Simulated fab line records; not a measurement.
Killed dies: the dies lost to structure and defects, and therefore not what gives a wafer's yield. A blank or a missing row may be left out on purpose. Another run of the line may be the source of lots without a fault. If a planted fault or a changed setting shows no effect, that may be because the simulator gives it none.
Struck lot and sound lot, side by side + flow sfq-line + 24 steps out of a route of 325
Sound: the wafers L107.2, L107.5, L107.6. Struck: wafers L110.1, L110.2, L110.3. The cause comes at the end.
Per side, at each step with rows, come the tool, then ch with its chambers, and then its first start. Under that, the readings that differ: sound wafers + struck wafers + difference of the means + sigmas: that difference in standard deviations of wafers without a fault.
alike: readings whose means differ by less than 2 such deviations, and words and numbers that are the same on both sides. not compared: withheld readings, readings that some wafer has no value for, bounds like >300 that may hide the same value, and numbers for which the record gives no deviation and whose values overlap.
The two part at a step that has a row with sigmas, a row that says differs or no value, or rows on one side only. Numbers that have no deviation but don't overlap get no sigmas and don't part them. A reading that every wafer of one side lacks parts them only if that side has two wafers or more.

first, 6 steps without rows for these wafers: SFQ_TRILAYER_I6_VIA_LITHO_COAT_174 (resist thk 62 nm); SFQ_TRILAYER_I6_VIA_LITHO_COAT_169 (resist thk 650 nm); SFQ_TRILAYER_I6_VIA_LITHO_SOFTBAKE_173; SFQ_TRILAYER_I6_VIA_LITHO_EXPOSE_170 (exposes mask I6, target cd 700 nm); SFQ_TRILAYER_I6_VIA_LITHO_PEB_172 (peb time 60 s); SFQ_TRILAYER_I6_VIA_LITHO_DEVELOP_171 (time 60 s).
SFQ_I6_OVL_MEAS_942:
  sound on overlay-02, day 78 11:46; struck on overlay-01, day 81 23:00
  alike: I6_OVL
SFQ_TRILAYER_I6_VIA_BARC_OPEN_VIA_ETCH_235: etches BARC in O2, target depth 125 nm, time 41.7 s.
  sound on rie-diel-03 ch 2,3, day 78 11:47; struck on rie-diel-04 ch 0,2,3, day 81 23:02
  alike: chamber-pressure-mTorr, drypump-motor-current-A, oes-product-au
  not compared: rf-hours-counter-h
SFQ_TRILAYER_I6_VIA_ETCH_VIA_ETCH_172: etches SiO2 in CHF3, stops on Nb, target depth 260 nm.
  sound on rie-diel-03 ch 2,3, day 78 11:50; struck on rie-diel-04 ch 0,2,3, day 81 23:05
| reading               | sound             | struck            | difference | sigmas |
|-----------------------|-------------------|-------------------|------------|--------|
| oes-product-au (a.u.) | 0.860 0.850 0.857 | 0.847 0.844 0.836 | -0.013     | -2     |
  alike: chamber-pressure-mTorr, drypump-motor-current-A
SFQ_TRILAYER_I6_VIA_STRIP_STRIP_173: strips in O2.
  sound on rie-metal-01 ch 0,1, day 78 11:57; struck on rie-metal-04 ch 0,1, day 81 23:11
| reading                     | sound          | struck         | difference | sigmas |
|-----------------------------|----------------|----------------|------------|--------|
| drypump-motor-current-A (A) | 5.81 5.83 5.37 | 5.32 5.07 5.05 | -0.52      | -2     |
  alike: chamber-pressure-mTorr, oes-product-au
  not compared: rf-hours-counter-h
then, 2 steps without rows for these wafers: SFQ_TRILAYER_I6_VIA_STRIP_SOLV_CLEAN_174 (cleans in NMP, time 600 s); SFQ_TRILAYER_M7_DEP_PRE_CLEAN_176 (time 22.5 s).
SFQ_TRILAYER_M7_DEP_SPUTTER_175: material Nb, target thk 200 nm, time 133.3 s.
  sound on pvd-sputter-04, day 78 12:45; struck on pvd-sputter-05, day 82 00:00
  no value came back on the struck wafers for base-pressure-pa (Pa), cathode-dc-power-W (W), throttle-valve-pct (%); on the sound wafers base-pressure-pa (Pa) reads 1.15e-06 1.38e-06 1.47e-06
SFQ_M7_RS_MEAS_943: measurement is done with a four-point probe.
  sound on film-metro-03, day 78 12:52; struck on film-metro-01, day 82 00:05
| reading           | sound             | struck | difference                    | sigmas |
|-------------------|-------------------|--------|-------------------------------|--------|
| M7_NB_RS (ohm/sq) | 0.879 0.884 0.875 | - - -  | no value on the struck wafers |        |
then, 6 steps without rows for these wafers: SFQ_TRILAYER_M7_LITHO_COAT_182 (resist thk 62 nm); SFQ_TRILAYER_M7_LITHO_COAT_177 (resist thk 600 nm); SFQ_TRILAYER_M7_LITHO_SOFTBAKE_181; SFQ_TRILAYER_M7_LITHO_EXPOSE_178 (exposes mask M7, target cd 500 nm); SFQ_TRILAYER_M7_LITHO_PEB_180 (peb time 60 s); SFQ_TRILAYER_M7_LITHO_DEVELOP_179 (time 60 s).
-- the record jumps here: 4 days lie between the struck wafers' starts before and after --
SFQ_M7_OVL_MEAS_945:
  sound on overlay-02, day 82 07:25; struck on overlay-02, day 86 02:39
  alike: M7_OVL
SFQ_TRILAYER_M7_BARC_OPEN_METAL_ETCH_229: etches BARC in O2, target depth 125 nm, time 41.7 s.
  sound on rie-metal-02 ch 0,1, day 82 07:26; struck on rie-metal-01 ch 0,1, day 86 02:41
  alike: chamber-pressure-mTorr, drypump-motor-current-A, oes-product-au
  not compared: rf-hours-counter-h
SFQ_TRILAYER_M7_ETCH_METAL_ETCH_180: etches Nb in Cl2/Ar, stops on SiO2, target depth 240 nm, time 120 s.
  sound on rie-metal-02 ch 0,1, day 82 07:30; struck on rie-metal-01 ch 0,1, day 86 02:45
| reading               | sound             | struck            | difference | sigmas |
|-----------------------|-------------------|-------------------|------------|--------|
| oes-product-au (a.u.) | 0.910 0.901 0.901 | 0.374 0.383 0.372 | -0.528     | -69    |
  alike: chamber-pressure-mTorr, drypump-motor-current-A
  not compared: rf-hours-counter-h
SFQ_TRILAYER_M7_STRIP_STRIP_181: strips in O2.
  sound on rie-metal-02 ch 0,1, day 82 07:37; struck on rie-metal-01 ch 0,1, day 86 02:52
  alike: chamber-pressure-mTorr, drypump-motor-current-A, oes-product-au
  not compared: rf-hours-counter-h

== WHERE THEY PART ==
Earliest at SFQ_TRILAYER_I6_VIA_ETCH_VIA_ETCH_172; latest, in this record, at SFQ_TRILAYER_M7_ETCH_METAL_ETCH_180. Later steps at which nothing parts them and some readings are alike: SFQ_TRILAYER_M7_STRIP_STRIP_181.

WHY: whatever the simulator had introduced
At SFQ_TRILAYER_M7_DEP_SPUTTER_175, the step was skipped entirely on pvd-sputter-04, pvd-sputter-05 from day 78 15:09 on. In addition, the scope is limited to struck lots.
